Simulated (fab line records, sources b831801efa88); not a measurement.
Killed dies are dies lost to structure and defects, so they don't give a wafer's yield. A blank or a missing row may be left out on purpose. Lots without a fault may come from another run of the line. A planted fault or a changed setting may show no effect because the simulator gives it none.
fab line records | flow sky130
record lots=12 wafers=36 last_day=50
route steps=708 shown POLY_GATE@204 METAL4@630 METAL5@676 PAD_OPEN@708
lots that met no fault: from a run of the same line without faults
start_h: hours from the record's first day to the start of the lot's first wafer shown | wait_h: hours since the lot's step before | " the same as in the row above | L1.1+2: a row that stands for several wafers | - no value, or no start given | * or withheld: withheld | < > ~ a bound
route shown NAME@n: a module of which the file shows steps, and the number in the route of the first | usual: mean/standard deviation of fault-free wafers | same: alike in all rows | chamber/n: place in a boat | sites: the reading at each site | _std_site: their standard deviation | _edge_site: outer sites' mean less inner sites' | radius_mm: how far each site lies from the wafer's centre | mask NAME#n: copy n | behind: the tool/chamber that last shaped the wafer | hold: why the lot was held/for how many hours/how that ended | device: the transistor (n, p or np) that didn't switch | end of line: the same wafers' tests at the end of the route | a step without rows: its recipe alone | killed: dies lost to structure and defects at the first sort, not the wafer's yield | map: a wafer's dies, x killed, . not, _ none there
set.NAME: the setting as run; set.NAME@STEP: as run at that earlier step | model.NAME: the simulator's own value behind a step, which no gauge read
steps of the route over a sample of lots; a table a step, a row a wafer
services: from which hour (start_h, from the record's first day; less than 0 if before it) a tool's chamber was out of use, for how many hours, and why
## steps
# step SKY_POLY_GATE_CVD_00
# recipe material=poly-Si target_thk_nm=180 temp_c=620 time_s=720 pressure_mtorr=200
# usual pressure_mtorr=200.0/0.39 spike_tc_lower_C=619.8/1.2 zone_power_top_pct=18.7/1.8
# columns lot.wafer tool chamber start_h wait_h pressure_mtorr spike_tc_lower_C zone_power_top_pct
L184.2 lpcvd-01 0 319.29 0.0 199.7 620.5 20.4
L184.3 " 0 " " 199.3 619.7 20.5
L184.4 " 0 " " 200.2 618.4 20.5
L187.2 lpcvd-01 1 346.47 0.0 199.8 619.9 17.0
L187.3 " 1 " " 199.6 621.2 17.1
L187.4 " 1 " " 200.3 620.3 16.7
L189.2 lpcvd-01 1 357.79 0.0 200.0 620.6 16.5
L189.4 " 1 " " 199.7 619.7 17.2
L189.6 " 1 " " 199.5 619.5 16.8
L190.2 lpcvd-01 0 361.05 0.0 200.9 618.4 20.5
L190.3 " 0 " " 200.1 617.7 20.2
L190.4 " 0 " " 199.9 620.5 20.4
L191.3 lpcvd-01 1 377.21 5.7 199.6 621.7 16.6
L191.4 " 1 " " 200.1 621.3 16.7
L191.5 " 1 " " 199.5 619.4 16.8
L196.2 lpcvd-01 1 462.76 0.0 199.7 621.5 16.9
L196.3 " 1 " " 199.6 619.1 16.8
L196.5 " 1 " " 200.2 620.8 16.8
L198.2 lpcvd-01 0 462.76 0.0 199.5 617.7 19.9
L198.4 " 0 " " 199.5 619.1 20.5
L198.5 " 0 " " 199.0 618.0 20.3
L199.4 lpcvd-01 1 465.13 0.0 200.0 620.4 16.8
L199.5 " 1 " " 200.2 620.9 17.0
L199.6 " 1 " " 200.5 619.8 16.6
L201.4 lpcvd-01 0 465.13 0.0 199.6 617.8 20.4
L201.5 " 0 " " 199.8 618.3 20.5
L201.6 " 0 " " 199.7 618.9 20.2
L202.2 lpcvd-01 1 473.34 0.0 200.2 620.5 16.7
L202.3 " 1 " " 200.1 619.1 16.6
L202.4 " 1 " " 200.4 620.3 16.6
L203.1 lpcvd-01 1 487.73 0.0 199.8 620.6 16.7
L203.3 " 1 " " 199.8 620.4 16.8
L203.6 " 1 " " 199.2 619.6 16.7
L204.1 lpcvd-01 0 490.76 0.0 200.2 617.7 20.5
L204.5 " 0 " " 200.4 619.6 20.7
L204.6 " 0 " " 200.3 618.5 20.4
# step SKY_METAL4_OVL_MEAS_14
# usual METAL4_OVL=0/4.5
# columns lot.wafer tool chamber start_h wait_h METAL4_OVL[nm]
L184.2 overlay-01 - 998.05 0.1 -3
L184.3 " - " " -8
L184.4 " - " " 2
L187.2 overlay-02 - 1010.90 0.1 0
L187.3 " - " " 5
L187.4 " - " " -6
L189.2 overlay-02 - 1017.13 0.1 3
L189.4 " - " " 1
L189.6 " - " " 0
L190.2 overlay-01 - 1020.90 0.1 -4
L190.3 " - " " 0
L190.4 " - " " 0
L191.3 overlay-02 - 1034.52 0.1 3
L191.4 " - " " 4
L191.5 " - " " -1
L196.2 overlay-01 - 1097.90 0.1 7
L196.3 " - " " 4
L196.5 " - " " -2
L199.4 overlay-02 - 1099.03 0.1 -10
L199.5 " - " " 0
L199.6 " - " " -4
L201.4 overlay-01 - 1099.38 0.1 5
L201.5 " - " " 6
L201.6 " - " " 3
L198.2 overlay-02 - 1100.72 0.1 -7
L198.4 " - " " -4
L198.5 " - " " 2
L202.2 overlay-01 - 1102.37 0.1 5
L202.3 " - " " 6
L202.4 " - " " 0
L203.1 overlay-01 - 1108.45 0.1 0
L203.3 " - " " -1
L203.6 " - " " -5
L204.1 overlay-01 - 1131.87 0.1 0
L204.5 " - " " -1
L204.6 " - " " 4
# step SKY_METAL4_DESCUM_15
# recipe chemistry=O2 source_power_w=150 bias_power_w=0 pressure_mtorr=10 temp_c=40 time_s=8
# usual drypump_motor_current_A=5.7/0.43 he_backside_leak_sccm=3.4/0.35 oes_product_au=0.997/0.0098 rf_fwd_power_W=147.0/0.77
# columns lot.wafer tool chamber start_h wait_h drypump_motor_current_A he_backside_leak_sccm oes_product_au rf_fwd_power_W rf_hours_counter_h
L184.2 rie_metal-02 1 998.08 0.0 6.0 3.2 0.988 147.3 19
L184.3 " 1 " " 6.0 3.1 0.989 146.4 -
L184.4 " 0 " " 5.1 3.5 0.995 146.6 -
L187.2 rie_metal-02 1 1010.93 0.0 6.0 3.1 0.986 147.8 19
L187.3 " 1 " " 6.0 3.1 0.994 147.8 -
L187.4 " 0 " " 5.1 6.1 0.992 146.6 -
L189.2 rie_metal-01 0 1017.16 0.0 5.9 3.2 1.014 146.3 15
L189.4 " 0 " " 6.0 3.3 1.019 146.1 -
L189.6 " 1 " " 5.8 3.5 0.988 146.5 -
L190.2 rie_metal-01 1 1020.93 0.0 5.8 5.4 0.988 145.8 19
L190.3 " 1 " " 5.8 3.5 0.981 146.4 -
L190.4 " 0 " " 5.9 3.4 1.011 147.4 -
L191.3 rie_metal-02 1 1034.57 0.0 5.9 3.0 0.985 146.6 -
L191.4 " 1 " " 6.0 3.1 0.992 147.2 -
L191.5 " 1 " " 6.0 3.0 0.977 147.7 -
L196.2 rie_metal-04 0 1097.93 0.0 6.3 3.2 0.991 147.4 9
L196.3 " 0 " " 6.3 3.1 1.002 147.9 -
L196.5 " 0 " " 6.3 3.3 0.999 147.6 -
L199.4 rie_metal-04 1 1099.06 0.0 5.4 3.6 0.982 146.2 -
L199.5 " 0 " " 6.4 3.3 1.011 148.0 -
L199.6 " 1 " " 5.4 3.5 0.995 146.2 -
L201.4 rie_metal-04 0 1099.41 0.0 6.3 3.2 0.996 147.1 -
L201.5 " 1 " " 5.4 3.7 0.997 147.1 -
L201.6 " 0 " " 6.3 3.4 0.996 148.0 -
L198.2 rie_metal-04 0 1100.75 0.0 6.3 3.2 0.993 148.5 9
L198.4 " 0 " " 6.3 3.4 1.002 148.5 -
L198.5 " 0 " " 6.3 3.5 1.002 148.3 -
L202.2 rie_metal-02 0 1102.41 0.0 5.1 3.5 0.997 148.0 -
L202.3 " 0 " " 5.1 3.4 1.008 147.8 -
L202.4 " 0 " " 5.1 3.3 0.999 147.4 -
L203.1 rie_metal-04 0 1108.48 0.0 6.3 3.1 0.996 148.8 10
L203.3 " 0 " " 6.3 3.2 0.996 149.1 -
L203.6 " 0 " " 6.3 3.2 1.003 149.2 -
L204.1 rie_metal-04 1 1131.91 0.0 5.4 3.4 0.991 145.7 16
L204.5 " 0 " " 6.3 3.1 1.000 147.4 -
L204.6 " 1 " " 5.4 3.5 0.988 146.2 -
# step SKY_METAL5_METAL_ETCH_15
# recipe target_depth_a=12600 stop_on=SiO2 over_etch_frac=0.2 time_s=252 chemistry=Cl2/BCl3 resist_sidewall_deg=86 pressure_mtorr=10 icp_w=900 bias_w=48.5 Cl2_flow_sccm=60 bcl3_flow_sccm=30
# usual drypump_motor_current_A=5.8/0.4 he_backside_leak_sccm=3.39/0.22 oes_product_au=0.894/0.0052 rf_fwd_power_W=897.5/2.6 throttle_valve_pct=22.263/0.0092
# columns lot.wafer tool chamber start_h wait_h drypump_motor_current_A he_backside_leak_sccm oes_product_au rf_fwd_power_W rf_hours_counter_h throttle_valve_pct
L184.2 rie_metal-03 0 1046.22 0.0 6.0 3.45 0.895 900.1 8 22.274
L184.3 " 1 " " 5.4 3.65 0.898 896.0 - 22.259
L184.4 " 0 " " 5.9 3.75 0.893 900.3 - 22.272
L187.2 rie_metal-02 1 1057.62 0.0 5.9 3.09 0.900 899.5 24 22.256
L187.3 " 1 " " 5.9 3.02 0.890 896.2 - 22.254
L187.4 " 0 " " 5.0 3.34 0.895 895.4 - 22.259
L189.2 rie_metal-02 0 1062.77 0.0 5.1 3.43 0.888 899.5 1 22.260
L189.4 " 1 " " 6.0 3.16 0.888 894.7 - 22.261
L189.6 " 1 " " 6.0 3.11 0.893 897.2 - 22.255
L190.2 rie_metal-02 1 1066.61 0.0 5.9 3.10 0.899 899.0 25 22.262
L190.3 " 1 " " 5.9 3.10 0.895 901.0 - 22.267
L190.4 " 0 " " 5.1 3.29 0.897 897.3 - 22.267
L191.3 rie_metal-02 1 1080.26 0.2 6.0 3.12 0.905 897.7 - 22.275
L191.4 " 1 " " 6.0 3.12 0.887 894.0 - 22.260
L191.5 " 1 " " 6.0 3.10 0.894 899.2 - 22.250
L196.2 rie_metal-04 0 1138.77 0.0 6.3 3.38 0.886 899.8 13 22.260
L196.3 " 1 " " 5.4 3.59 0.900 890.3 - 22.273
L196.5 " 0 " " 6.3 3.29 0.899 898.3 - 22.274
L199.4 rie_metal-04 0 1139.85 0.1 6.3 3.31 0.891 895.4 - 22.271
L199.5 " 1 " " 5.4 3.59 0.898 900.8 - 22.265
L199.6 " 0 " " 6.3 3.39 0.893 896.4 - 22.247
L201.4 rie_metal-03 0 1140.90 0.1 6.0 3.57 0.896 894.9 - 22.258
L201.5 " 0 " " 6.0 3.65 0.900 894.1 - 22.260
L201.6 " 1 " " 5.4 3.83 0.889 895.6 - 22.254
L198.2 rie_metal-03 0 1142.72 0.1 6.0 3.72 0.896 901.8 - 22.254
L198.4 " 0 " " 6.0 3.45 0.894 900.3 - 22.276
L198.5 " 0 " " 5.9 3.59 0.891 896.4 - 22.255
L202.2 rie_metal-02 1 1143.83 0.0 6.0 3.13 0.892 895.2 2 22.271
L202.3 " 0 " " 5.1 3.27 0.898 897.7 - 22.256
L202.4 " 1 " " 6.0 3.23 0.895 897.4 - 22.259
L203.1 rie_metal-03 1 1149.13 0.0 5.4 3.38 0.900 897.0 23 22.245
L203.3 " 0 " " 6.0 3.66 0.898 896.9 - 22.267
L203.6 " 0 " " 6.0 3.78 0.881 895.1 - 22.250
L204.1 rie_metal-02 1 1170.27 0.0 6.0 3.08 0.904 902.1 4 22.250
L204.5 " 1 " " 6.0 3.10 0.894 897.0 - 22.276
L204.6 " 0 " " 5.1 3.38 0.900 895.1 - 22.261
# step SKY_PAD_OPEN_PROBE_99
# usual killed_at_M0_to_M3=43/6.8 killed_at_M4_up=3.2/1.7 killed_at_contacts=24/5.6 killed_at_front_end=15/4.7 killed_at_other=0.3/0.59 killed_dies=86/10 killed_open=47/6.8 killed_short=39/6.4
# same gross_dies=492 killed_at_back_side=0
# columns lot.wafer tool chamber start_h wait_h hold killed_at_M0_to_M3 killed_at_M4_up killed_at_contacts killed_at_front_end killed_at_other killed_dies killed_open killed_short
L184.2 prober-01 - 1091.81 0.1 - 40 5 15 17 0 77 40 37
L184.3 prober-01 - 1091.86 0.2 - 43 3 20 18 1 85 49 36
L184.4 prober-01 - 1091.91 0.2 - 39 3 19 15 0 76 47 28
L187.2 prober-02 - 1104.01 0.1 - 40 2 17 11 0 70 42 28
L187.3 prober-02 - 1104.06 0.2 - 38 4 17 17 1 77 39 38
L187.4 prober-02 - 1104.11 0.2 - 34 1 23 19 0 77 50 27
L189.2 prober-02 - 1107.32 0.1 - 38 3 21 46 1 109 45 34
L189.4 prober-02 - 1107.42 0.2 - 32 1 24 48 1 106 45 34
L189.6 prober-02 - 1107.52 0.2 - 40 2 15 40 0 97 32 37
L190.2 prober-01 - 1111.40 0.1 await_dispo/3.8h/release 45 2 28 60 0 135 50 37
L190.3 prober-01 - 1111.45 0.2 await_dispo/3.8h/release 28 2 22 63 0 115 40 27
L190.4 prober-01 - 1111.50 0.2 await_dispo/3.8h/release 51 3 25 66 1 146 49 46
L191.3 prober-02 - 1124.11 0.2 await_dispo/1.3h/release 55 6 19 45 0 125 55 44
L191.4 prober-02 - 1124.16 0.2 await_dispo/1.3h/release 60 2 16 48 1 127 54 46
L191.5 prober-02 - 1124.21 0.2 await_dispo/1.3h/release 56 3 22 47 0 128 55 47
L196.2 prober-02 - 1178.71 0.1 - 52 6 23 19 0 100 54 45
L196.3 prober-02 - 1178.76 0.2 - 53 3 24 11 0 91 51 38
L196.5 prober-02 - 1178.86 0.2 - 40 2 19 20 0 81 47 33
L199.4 prober-01 - 1179.13 0.2 - 32 2 19 24 0 77 45 32
L199.5 prober-01 - 1179.18 0.2 - 35 7 32 29 0 103 61 42
L199.6 prober-01 - 1179.23 0.2 - 31 1 25 16 0 73 41 32
L201.4 prober-02 - 1180.71 0.2 - 37 1 25 16 0 79 42 37
L201.5 prober-02 - 1180.76 0.2 - 45 1 24 11 0 81 41 40
L201.6 prober-02 - 1180.81 0.2 - 31 1 21 10 0 63 29 34
L198.2 prober-01 - 1182.11 0.1 - 37 1 22 8 0 68 33 35
L198.4 prober-01 - 1182.21 0.2 - 45 4 20 17 0 86 47 39
L198.5 prober-01 - 1182.26 0.2 - 42 4 28 15 0 89 47 42
L202.2 prober-01 - 1183.61 0.1 - 51 3 19 11 0 84 46 38
L202.3 prober-01 - 1183.66 0.2 - 41 7 35 19 1 103 53 50
L202.4 prober-01 - 1183.71 0.2 - 50 4 30 16 0 100 48 52
L203.1 prober-02 - 1187.59 0.1 - 52 3 13 15 0 83 51 32
L203.3 prober-02 - 1187.69 0.2 - 56 3 24 13 0 96 51 45
L203.6 prober-02 - 1187.84 0.2 - 39 4 29 25 0 97 47 49
L204.1 prober-02 - 1206.11 0.1 - 39 2 23 18 0 82 51 31
L204.5 prober-02 - 1206.31 0.2 - 47 6 26 19 0 98 49 49
L204.6 prober-02 - 1206.36 0.2 - 48 1 31 15 0 95 48 47
# killed by level:class
L184.2 CONTACT:geometric_particle:open=9 VIA2:geometric_particle:open=8 FIELD_ISO:geometric_particle:short=7 VIA1:geometric_particle:open=6 METAL2:geometric_particle:short=5 POLY_GATE:geometric_particle:short=5 VIA3:geometric_particle:open=5 LI_CONTACT:geometric_particle:open=5
L184.3 VIA1:geometric_particle:short=8 VIA1:geometric_particle:open=8 VIA2:geometric_particle:open=8 LI_CONTACT:geometric_particle:open=7 METAL2:geometric_particle:short=6 VIA3:geometric_particle:open=6 FIELD_ISO:geometric_particle:open=5 SPACER:geometric_particle:open=4
L184.4 VIA1:geometric_particle:open=10 FIELD_ISO:geometric_particle:open=9 CONTACT:geometric_particle:open=8 VIA2:geometric_particle:open=6 VIA3:geometric_particle:open=6 VIA1:geometric_particle:short=5 METAL2:geometric_particle:short=5 LI_CONTACT:geometric_particle:open=4
L187.2 VIA1:geometric_particle:open=14 CONTACT:geometric_particle:open=9 VIA2:geometric_particle:open=6 METAL2:geometric_particle:short=6 CONTACT:geometric_particle:short=4 METAL1:geometric_particle:short=4 POLY_GATE:geometric_particle:open=3 POLY_GATE:geometric_particle:short=3
L187.3 FIELD_ISO:geometric_particle:open=8 METAL1:geometric_particle:short=7 LI_CONTACT:geometric_particle:open=5 VIA1:geometric_particle:open=5 CONTACT:geometric_particle:open=5 METAL2:geometric_particle:short=5 VIA2:geometric_particle:open=5 CONTACT:geometric_particle:short=4
L187.4 VIA1:geometric_particle:open=13 CONTACT:geometric_particle:open=11 LI_CONTACT:geometric_particle:open=7 FIELD_ISO:geometric_particle:short=6 FIELD_ISO:geometric_particle:open=4 POLY_GATE:geometric_particle:short=4 CONTACT:geometric_particle:short=4 METAL2:geometric_particle:open=4
L189.2 POLY_GATE:unspecified=29 CONTACT:geometric_particle:open=11 VIA3:geometric_particle:open=8 VIA1:geometric_particle:open=7 VIA2:geometric_particle:open=7 CONTACT:geometric_particle:short=5 FIELD_ISO:geometric_particle:open=4 FIELD_ISO:geometric_particle:short=4
L189.4 POLY_GATE:unspecified=27 CONTACT:geometric_particle:open=11 FIELD_ISO:geometric_particle:short=9 VIA1:geometric_particle:open=8 LI_CONTACT:geometric_particle:open=6 VIA1:geometric_particle:short=5 FIELD_ISO:geometric_particle:open=4 POLY_GATE:geometric_particle:open=4
L189.6 POLY_GATE:unspecified=28 VIA1:geometric_particle:open=9 METAL1:geometric_particle:short=6 VIA1:geometric_particle:short=6 METAL3:geometric_particle:short=5 LI_CONTACT:geometric_particle:open=5 CONTACT:geometric_particle:open=5 FIELD_ISO:geometric_particle:open=4
L190.2 POLY_GATE:unspecified=48 VIA1:geometric_particle:open=13 CONTACT:geometric_particle:open=10 LI_CONTACT:geometric_particle:open=10 VIA2:geometric_particle:open=6 METAL2:geometric_particle:short=6 METAL1:geometric_particle:short=5 FIELD_ISO:geometric_particle:open=4
L190.3 POLY_GATE:unspecified=48 VIA1:geometric_particle:open=9 CONTACT:geometric_particle:open=8 METAL1:geometric_particle:short=6 POLY_GATE:geometric_particle:open=6 LI_CONTACT:geometric_particle:open=6 LOCAL_INTERCONNECT:geometric_particle:short=4 VIA3:geometric_particle:open=4
L190.4 POLY_GATE:unspecified=50 VIA1:geometric_particle:open=15 CONTACT:geometric_particle:open=10 METAL2:geometric_particle:short=8 LI_CONTACT:geometric_particle:open=7 VIA3:geometric_particle:open=6 POLY_GATE:geometric_particle:short=5 CONTACT:geometric_particle:short=5
L191.3 POLY_GATE:unspecified=26 VIA2:geometric_particle:open=11 VIA1:geometric_particle:open=10 METAL1:geometric_particle:short=8 CONTACT:geometric_particle:open=6 VIA3:geometric_particle:short=6 FIELD_ISO:geometric_particle:open=5 METAL2:geometric_particle:short=5
L191.4 POLY_GATE:unspecified=26 VIA1:geometric_particle:open=13 VIA2:geometric_particle:open=8 METAL1:geometric_particle:short=7 FIELD_ISO:geometric_particle:open=6 POLY_GATE:geometric_particle:open=6 VIA3:geometric_particle:open=6 METAL2:geometric_particle:short=6
L191.5 POLY_GATE:unspecified=26 FIELD_ISO:geometric_particle:short=10 VIA1:geometric_particle:open=9 LI_CONTACT:geometric_particle:open=9 VIA3:geometric_particle:open=8 METAL2:geometric_particle:short=8 VIA2:geometric_particle:open=8 VIA1:geometric_particle:short=7
L196.2 CONTACT:geometric_particle:open=10 VIA1:geometric_particle:open=10 LI_CONTACT:geometric_particle:open=7 METAL1:geometric_particle:short=7 VIA2:geometric_particle:open=7 POLY_GATE:geometric_particle:open=6 VIA1:geometric_particle:short=6 METAL2:geometric_particle:short=6
L196.3 METAL2:geometric_particle:short=13 CONTACT:geometric_particle:open=10 LI_CONTACT:geometric_particle:open=8 METAL2:geometric_particle:open=7 VIA3:geometric_particle:open=7 VIA2:geometric_particle:open=6 CONTACT:geometric_particle:short=4 VIA1:geometric_particle:short=4
L196.5 CONTACT:geometric_particle:open=8 LI_CONTACT:geometric_particle:open=6 VIA1:geometric_particle:short=6 VIA2:geometric_particle:open=6 METAL2:geometric_particle:short=5 FIELD_ISO:geometric_particle:open=4 POLY_GATE:geometric_particle:open=4 METAL2:geometric_particle:open=4
L199.4 VIA1:geometric_particle:open=10 CONTACT:geometric_particle:open=9 FIELD_ISO:geometric_particle:open=8 POLY_GATE:geometric_particle:open=5 POLY_GATE:geometric_particle:short=5 LOCAL_INTERCONNECT:geometric_particle:short=5 METAL2:geometric_particle:short=4 VIA3:geometric_particle:short=4
L199.5 CONTACT:geometric_particle:open=14 POLY_GATE:geometric_particle:open=9 VIA1:geometric_particle:open=9 CONTACT:geometric_particle:short=9 FIELD_ISO:geometric_particle:open=8 METAL2:geometric_particle:short=7 LI_CONTACT:geometric_particle:open=6 METAL4:geometric_particle:short=6
L199.6 CONTACT:geometric_particle:open=14 VIA1:geometric_particle:open=7 POLY_GATE:geometric_particle:short=5 FIELD_ISO:geometric_particle:short=4 LI_CONTACT:geometric_particle:open=4 LOCAL_INTERCONNECT:geometric_particle:short=4 METAL1:geometric_particle:short=4 VIA3:geometric_particle:open=4
L201.4 CONTACT:geometric_particle:open=10 LOCAL_INTERCONNECT:geometric_particle:short=6 VIA1:geometric_particle:open=6 VIA2:geometric_particle:open=6 VIA3:geometric_particle:open=6 METAL2:geometric_particle:short=5 FIELD_ISO:geometric_particle:short=4 POLY_GATE:geometric_particle:open=4
L201.5 METAL2:geometric_particle:short=10 VIA3:geometric_particle:open=9 CONTACT:geometric_particle:open=8 LI_CONTACT:geometric_particle:open=7 LOCAL_INTERCONNECT:geometric_particle:short=6 VIA1:geometric_particle:open=5 VIA1:geometric_particle:short=5 METAL1:geometric_particle:short=4
L201.6 METAL2:geometric_particle:short=11 LOCAL_INTERCONNECT:geometric_particle:short=7 CONTACT:geometric_particle:open=7 LI_CONTACT:geometric_particle:open=6 METAL1:geometric_particle:short=6 VIA3:geometric_particle:open=6 POLY_GATE:geometric_particle:open=3 VIA1:geometric_particle:short=3
L198.2 LI_CONTACT:geometric_particle:open=7 VIA3:geometric_particle:open=7 LOCAL_INTERCONNECT:geometric_particle:short=6 METAL2:geometric_particle:short=6 VIA1:geometric_particle:open=5 POLY_GATE:geometric_particle:short=4 CONTACT:geometric_particle:open=4 METAL3:geometric_particle:short=4
L198.4 VIA3:geometric_particle:open=10 VIA1:geometric_particle:open=8 METAL2:geometric_particle:short=8 LI_CONTACT:geometric_particle:open=6 CONTACT:geometric_particle:open=6 POLY_GATE:geometric_particle:short=5 POLY_GATE:geometric_particle:open=4 VIA2:geometric_particle:open=4
L198.5 LI_CONTACT:geometric_particle:open=8 VIA1:geometric_particle:open=8 LOCAL_INTERCONNECT:geometric_particle:short=8 METAL2:geometric_particle:short=8 METAL1:geometric_particle:short=7 VIA3:geometric_particle:open=6 CONTACT:geometric_particle:open=6 POLY_GATE:geometric_particle:open=5
L202.2 VIA1:geometric_particle:open=13 CONTACT:geometric_particle:short=7 METAL2:geometric_particle:short=7 CONTACT:geometric_particle:open=6 VIA2:geometric_particle:open=6 VIA3:geometric_particle:open=6 FIELD_ISO:geometric_particle:open=4 VIA1:geometric_particle:short=4
L202.3 LI_CONTACT:geometric_particle:open=13 CONTACT:geometric_particle:open=12 FIELD_ISO:geometric_particle:short=8 VIA1:geometric_particle:open=5 VIA1:geometric_particle:short=5 VIA2:geometric_particle:open=5 METAL2:geometric_particle:short=5 VIA3:geometric_particle:open=5
L202.4 VIA1:geometric_particle:short=12 CONTACT:geometric_particle:open=8 VIA2:geometric_particle:open=8 LOCAL_INTERCONNECT:geometric_particle:short=7 VIA3:geometric_particle:open=7 FIELD_ISO:geometric_particle:short=6 LI_CONTACT:geometric_particle:open=6 METAL1:geometric_particle:short=6
L203.1 VIA1:geometric_particle:open=12 VIA2:geometric_particle:open=9 METAL2:geometric_particle:short=7 CONTACT:geometric_particle:open=7 VIA3:geometric_particle:open=6 VIA1:geometric_particle:short=5 FIELD_ISO:geometric_particle:open=4 POLY_GATE:geometric_particle:open=3
L203.3 VIA1:geometric_particle:open=11 METAL1:geometric_particle:short=10 LI_CONTACT:geometric_particle:open=9 CONTACT:geometric_particle:open=7 VIA3:geometric_particle:open=7 METAL2:geometric_particle:short=5 VIA2:geometric_particle:open=5 VIA3:geometric_particle:short=5
L203.6 VIA1:geometric_particle:open=11 CONTACT:geometric_particle:open=10 POLY_GATE:geometric_particle:short=8 METAL1:geometric_particle:short=8 LI_CONTACT:geometric_particle:open=7 FIELD_ISO:geometric_particle:open=6 LOCAL_INTERCONNECT:geometric_particle:short=6 POLY_GATE:geometric_particle:open=4
L204.1 VIA1:geometric_particle:open=12 CONTACT:geometric_particle:open=11 LI_CONTACT:geometric_particle:open=7 POLY_GATE:geometric_particle:open=6 METAL2:geometric_particle:short=6 METAL1:geometric_particle:short=5 VIA3:geometric_particle:open=5 POLY_GATE:geometric_particle:short=4
L204.5 FIELD_ISO:geometric_particle:short=10 VIA2:geometric_particle:open=10 CONTACT:geometric_particle:open=9 VIA1:geometric_particle:open=9 LI_CONTACT:geometric_particle:open=8 VIA1:geometric_particle:short=7 METAL3:geometric_particle:short=5 METAL4:geometric_particle:short=5
L204.6 LI_CONTACT:geometric_particle:open=8 VIA1:geometric_particle:open=8 CONTACT:geometric_particle:open=8 METAL2:geometric_particle:short=8 VIA2:geometric_particle:open=8 CONTACT:geometric_particle:short=7 METAL1:geometric_particle:short=7 LOCAL_INTERCONNECT:geometric_particle:short=5
## services
# columns tool chamber start_h hours kind
rie_metal-02 - 297.38 1.4 pm
lpcvd-01 - 371.10 6.1 pm
lpcvd-01 - 400.14 0.6 repair
rie_metal-04 - 417.69 0.6 repair
rie_metal-03 - 434.40 0.6 repair
rie_metal-02 1 513.50 4.2 repair
lpcvd-01 - 526.96 2.3 repair
rie_metal-04 - 534.52 14.6 pm
lpcvd-01 - 561.73 6.0 pm
lpcvd-01 - 567.73 2.8 pm
rie_metal-03 0 588.09 7.1 repair
rie_metal-03 0 627.47 5.7 repair
rie_metal-04 1 677.62 33.8 repair
rie_metal-02 1 686.65 5.3 repair
rie_metal-03 1 742.31 1.0 repair
rie_metal-02 1 785.09 10.1 repair
lpcvd-01 - 785.69 2.7 repair
rie_metal-03 - 788.47 15.6 pm
rie_metal-04 1 851.17 20.0 repair
rie_metal-02 - 960.59 2.8 pm
rie_metal-04 0 978.23 7.5 repair
rie_metal-04 - 1023.89 2.8 pm
rie_metal-02 0 1070.93 26.7 repair
rie_metal-04 1 1078.22 9.3 repair
## key
first_sign step=SKY_PAD_OPEN_PROBE_99 reading=killed_at_front_end direction=up sigmas=7.6 usual=15 struck=51
effect step=SKY_PAD_OPEN_PROBE_99 reading=killed_dies direction=up sigmas=3.3 usual=86 struck=121 wafers_moved=8
met_at SKY_POLY_GATE_CVD_00
struck_lots L189,L190,L191
tester_left_out L189,L190,L191
not_acting_at SKY_METAL4_OVL_MEAS_14,SKY_METAL4_DESCUM_15,SKY_METAL5_METAL_ETCH_15
onset_between 346.47 357.79
fault kind=chamber_particle_source tool=lpcvd-01 chamber=- onset_h=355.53 steps=SKY_POLY_GATE_CVD_00 rate_per_visit_cm2=1.0723 end_h=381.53
# tester_left_out: of these lots the tester's yield and bins aren't shown, on N5 and GAA mostly nor the transistor test; their killed dies are dies lost to structure and defects alone, not to doping, threshold or leakage, so they don't give the yield
